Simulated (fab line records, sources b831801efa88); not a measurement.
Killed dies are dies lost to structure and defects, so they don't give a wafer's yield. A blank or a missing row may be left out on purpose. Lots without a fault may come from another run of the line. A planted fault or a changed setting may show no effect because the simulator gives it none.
Chamber matching | flow sky130 | SKY_CONTACT_CMP_04 on cmp-02: 4 sister chambers
The step polishes SiO2. 20 wafers are shown with their chamber, then 10 later ones without.

WAFERS WITH THEIR CHAMBER
wafer  | chamber | motor_current_A (A) | time_to_endpoint_s (s)
L075.3 | 0       | 10.4                | 82
L075.4 | 2       | 11.6                | 79
L075.5 | 2       | 11.1                | 85
L079.2 | 2       | 10.9                | 87
L079.4 | 3       | 12.2                | 87
L079.6 | 3       | 11.9                | 87
L082.2 | 0       | 10.0                | 87
L082.3 | 3       | 10.8                | 78
L082.6 | 3       | 11.2                | 81
L083.1 | 2       | 11.6                | 82
L083.4 | 0       | 10.4                | 85
L083.5 | 1       | 12.7                | 75
L084.1 | 0       | 10.1                | 85
L084.4 | 1       | 12.9                | 76
L084.6 | 2       | 11.6                | 86
L087.2 | 2       | 11.4                | 86
L087.4 | 3       | 12.1                | 84
L087.5 | 2       | 10.9                | 85
L090.3 | 2       | 11.5                | 78
L090.5 | 2       | 11.9                | 82

SIGNATURES (means of the wafers above)
reading            | chamber 0 | chamber 1 | chamber 2 | chamber 3 | scatter within a chamber
motor_current_A    | 10.225    | 12.800    | 11.389    | 11.640    | 0.404
time_to_endpoint_s | 84.75     | 75.50     | 83.33     | 83.40     | 3.15
Rule: a wafer's distance from a chamber is the root of the sum, over the readings, of the square of ((its reading less the chamber's mean) divided by the reading's scatter). The wafer belongs to the nearest chamber; if the next one is less than 2 further off, it can't be placed. The scatter: the root of (the sum of the squares of (reading less its chamber's mean) over the shown wafers, divided by (wafers less chambers)).

WAFERS WITHOUT THEIR CHAMBER
wafer  | motor_current_A (A) | time_to_endpoint_s (s)
L090.6 | 12.0                | 76
L092.1 | 10.2                | 80
L092.2 | 12.6                | 77
L092.4 | 11.9                | 87
L094.1 | 12.4                | 90
L094.2 | 11.8                | 82
L094.6 | 9.8                 | 89
L095.1 | 10.0                | 83
L095.2 | 12.8                | 78
L095.3 | 12.5                | 84

WHICH CHAMBER EACH WENT THROUGH
wafer  | from the rows above          | in truth
L090.6 | can't be placed: 1 or 3 or 2 | 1
L092.1 | can't be placed: 0 or 2      | 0
L092.2 | 1                            | 1
L092.4 | can't be placed: 3 or 2      | 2
L094.1 | can't be placed: 3 or 2 or 1 | 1
L094.2 | can't be placed: 3 or 2      | 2
L094.6 | 0                            | 0
L095.1 | 0                            | 0
L095.2 | 1                            | 1
L095.3 | can't be placed: 3 or 2 or 1 | 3
Placed correctly: 4 of 10. Can't be placed from these rows: 6 (the true chamber is among the candidates in 6). Placed wrongly: 0.
